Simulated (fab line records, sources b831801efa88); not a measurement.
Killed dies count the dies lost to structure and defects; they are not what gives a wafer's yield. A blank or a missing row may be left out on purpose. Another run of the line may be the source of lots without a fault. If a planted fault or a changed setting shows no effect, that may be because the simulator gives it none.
Problem report, 8D (eight disciplines) form, completed by code | flow gf180mcu | the parts of the form that need people (team, actions taken, sign-off) are left out

1. WHAT WENT WRONG
Mean NSD_RS at GF_PSD_RS_MEAS_14: 43.96 ohm/sq over 6 wafers in 2 lots; fault-free wafers: 46.08 ohm/sq, standard deviation 0.081. Measured from the usual mean, that is -26 standard deviations.
The step: measures by four-point-probe.
The first sign was on wafer L301.1 at day 21 07:32, on film metro-03. Wafers with a number at this step in the record: 33, from 11 lots. By rule, "out" or "out of limits" means more than 4 standard deviations away from the usual mean. All remaining wafers that have a number are taken as sound.

2. WHAT IT IS AND WHAT IT IS NOT
question                    | is                           | is not
which readings at this step | NSD_RS                       | -
which lots                  | L301, L302                   | L281, L282, L283, L285, L288, L289, L291, L292, L299
which wafers of those lots  | all that have a number       | -
read on which gauges        | film metro-02, film metro-03 | film metro-04
when                        | from day 21 07:32            | up to then (27 sound wafers)

3. THE SUSPECTS, EACH WITH WHAT RULES IT OUT
Counting: any tool at a process step up to the reading is kept as a suspect provided that every lot that is out went through it and no sound lot did after the first of them.
- the gauge at GF_PSD_RS_MEAS_14 has been ruled out. Those wafers that are out were read across 2 gauges (film metro-02, film metro-03).
- rtp anneal-02 at GF_PSD_RTA_13 (time 20 s): kept. All lots that are out passed through it, beginning with L301 at day 21 07:28, and no sound lot followed; its final sound lot before that point was L291 at day 18 01:06.
Remaining after the count: rtp anneal-02 at GF_PSD_RTA_13.

4. THE CAUSE (what the simulator had put in)
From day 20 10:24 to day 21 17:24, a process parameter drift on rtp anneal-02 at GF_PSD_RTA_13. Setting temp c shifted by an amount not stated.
Counting left only this tool.

5. THE EFFECT CHAIN, in route order
Rows list readings where the struck wafers' mean (over those with a number) sits beyond 3 standard deviations from the usual. Scope: only readings with a usual standard deviation given in the record; hours: median across lots of the time from each lot's start at the first step in this table that gives one to its start at this step; sigmas: change in usual standard deviations.
hours | step              | reading | usual         | on struck wafers | change | sigmas
0     | GF_PSD_RS_MEAS_14 | NSD_RS  | 46.08 ohm/sq  | 43.96            | -2.12  | -26
4     | GF_PSD_RS_MEAS_15 | PSD_RS  | 108.45 ohm/sq | 101.86           | -6.59  | -26

6. WHAT WOULD HAVE CAUGHT IT SOONER
The first out-of-limits reading at a measuring or inspecting step in this record came at day 21 07:32, 21 hours after the fault's start at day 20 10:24.
An alarm limit of 4 standard deviations would not have fired on the tool readings at GF_PSD_RTA_13 for which the record gives a usual standard deviation, since none of them was out on any struck wafer.
L302, from the lots that are out (2), started GF_PSD_RTA_13 on rtp anneal-02 later than day 21 07:32. Had the tool been put on hold then, it would have been spared.
